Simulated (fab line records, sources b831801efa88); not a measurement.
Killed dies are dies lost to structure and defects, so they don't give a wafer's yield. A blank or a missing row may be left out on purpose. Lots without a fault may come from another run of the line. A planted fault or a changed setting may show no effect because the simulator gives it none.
Chamber matching | flow gf180mcu | GF_V5_CMP_04 on cmp-02: 4 sister chambers
The step polishes SiO2. 8 wafers are shown with their chamber, then 8 later ones without.

WAFERS WITH THEIR CHAMBER
wafer  | chamber | motor_current_A (A) | slurry_filter_dp_kPa (kPa)
L796.1 | 1       | 11.6                | 13.42
L796.3 | 3       | 13.7                | 13.58
L801.5 | 0       | 11.4                | 13.58
L801.6 | 3       | 13.1                | 13.40
L802.1 | 0       | 11.4                | 13.44
L802.3 | 2       | 11.5                | 13.32
L802.4 | 1       | 11.6                | 13.68
L812.1 | 2       | 11.8                | 13.45

WAFERS WITHOUT THEIR CHAMBER
wafer  | motor_current_A (A) | slurry_filter_dp_kPa (kPa)
L812.4 | 12.3                | 13.71
L812.5 | 13.7                | 13.77
L813.2 | 12.2                | 13.29
L813.5 | 11.6                | 13.37
L813.6 | 12.1                | 13.51
L815.2 | 12.9                | 13.66
L815.3 | 11.5                | 13.56
L815.4 | 14.1                | 13.57

WHICH CHAMBER EACH WENT THROUGH
wafer  | from the rows above               | in truth
L812.4 | can't be placed: 1 or 2 or 0 or 3 | 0
L812.5 | 3                                 | 3
L813.2 | can't be placed: 2 or 1 or 0      | 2
L813.5 | can't be placed: 2 or 0 or 1      | 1
L813.6 | can't be placed: 2 or 1 or 0      | 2
L815.2 | 3                                 | 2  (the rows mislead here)
L815.3 | can't be placed: 1 or 0 or 2      | 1
L815.4 | 3                                 | 3
Placed correctly: 2 of 8. Can't be placed from these rows: 5 (the true chamber is among the candidates in 5). Placed wrongly: 1.
How it was worked out, from the rows above alone: a wafer's distance from a chamber is the root of the sum, over the readings, of the square of ((its reading less the chamber's mean) divided by the reading's scatter). The wafer belongs to the nearest chamber; if the next one is less than 2 further off, it can't be placed. A chamber's mean is the mean of its shown wafers. The scatter: the root of (the sum of the squares of (reading less its chamber's mean) over the shown wafers, divided by (wafers less chambers)).
